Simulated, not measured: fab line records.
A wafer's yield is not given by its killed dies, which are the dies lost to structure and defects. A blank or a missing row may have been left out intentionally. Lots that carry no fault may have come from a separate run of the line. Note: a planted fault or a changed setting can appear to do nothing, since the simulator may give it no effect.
Code-filled problem report in 8D (eight disciplines) form | flow sky130 | the parts of the form that need people (team, actions taken, sign-off) are left out

1. WHAT WENT WRONG
Wafers without a fault read 3000.0 rpm, standard deviation 1.9; spin-speed-rpm at SKY_LDD_P_COAT_02 reads a mean of 3033.9 rpm on 6 wafers belonging to 2 lots. Measured from the usual mean, that is +18 standard deviations.
The step: resist thk 1140 nm.
Earliest sighting: wafer L162.1 on litho-track-04 at day 19 17:32. The record holds 18 wafers of 6 lots with a number at this step. Rule for "out" (also "out of limits"): further than 4 standard deviations from the usual mean. Any other wafer with a number is counted as sound.

2. WHAT IT IS, WHAT IT ISN'T
question                    | is                     | is not
which readings at this step | spin-speed-rpm         | dispense-pressure-kPa
which lots                  | L162, L165             | L172, L173, L174, L180
which wafers of those lots  | all that have a number | -
read on which tools         | litho-track-04         | litho-track-01, litho-track-02
when                        | from day 19 17:32      | up to then (0 sound wafers); but 12 sound wafers of L172, L173, L174, L180 came after

3. THE SUSPECTS, EACH WITH WHAT RULES IT OUT
Counting: any tool at a process step up to the reading is kept as a suspect provided that every lot that is out went through it and no sound lot did after the first of them.
- litho-track-04 at SKY_LDD_P_COAT_02 (resist thk 1140 nm): ruled out as a lasting fault. The sound lots L173 went through it after L162, its earliest lot that is out (day 19 17:32).
Left after counting: nothing in the record.

4. THE CAUSE (what the simulator had put in)
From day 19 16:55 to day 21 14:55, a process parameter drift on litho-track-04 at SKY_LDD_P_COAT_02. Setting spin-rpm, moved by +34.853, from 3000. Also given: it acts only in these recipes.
Counting ruled it out, wrongly.

5. SEQUENCE OF EFFECTS, ordered by route
One row per reading whose mean, taken over the struck wafers that have a number, lies over 3 standard deviations from the usual. Only readings whose record carries a usual standard deviation are examined. hours: median over the lots of the time between each lot's start at the first step of this table that gives one and its start at this step. sigmas: the change, counted in usual standard deviations.
hours | step              | reading        | usual      | on struck wafers | change | sigmas
0     | SKY_LDD_P_COAT_02 | spin-speed-rpm | 3000.0 rpm | 3033.9           | +33.9  | +18
The process steps in it:
- SKY_LDD_P_COAT_02: resist thk 1140 nm.
Later steps that measure or inspect, where all struck wafers having a row at the step show a number for every such reading and not one has moved that far: SKY_LDD_P_CD_MEAS_07.

6. WHAT WOULD HAVE CAUGHT IT SOONER
In this record the first reading out of limits was taken at day 19 17:32, 1 hour after the fault began at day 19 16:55.
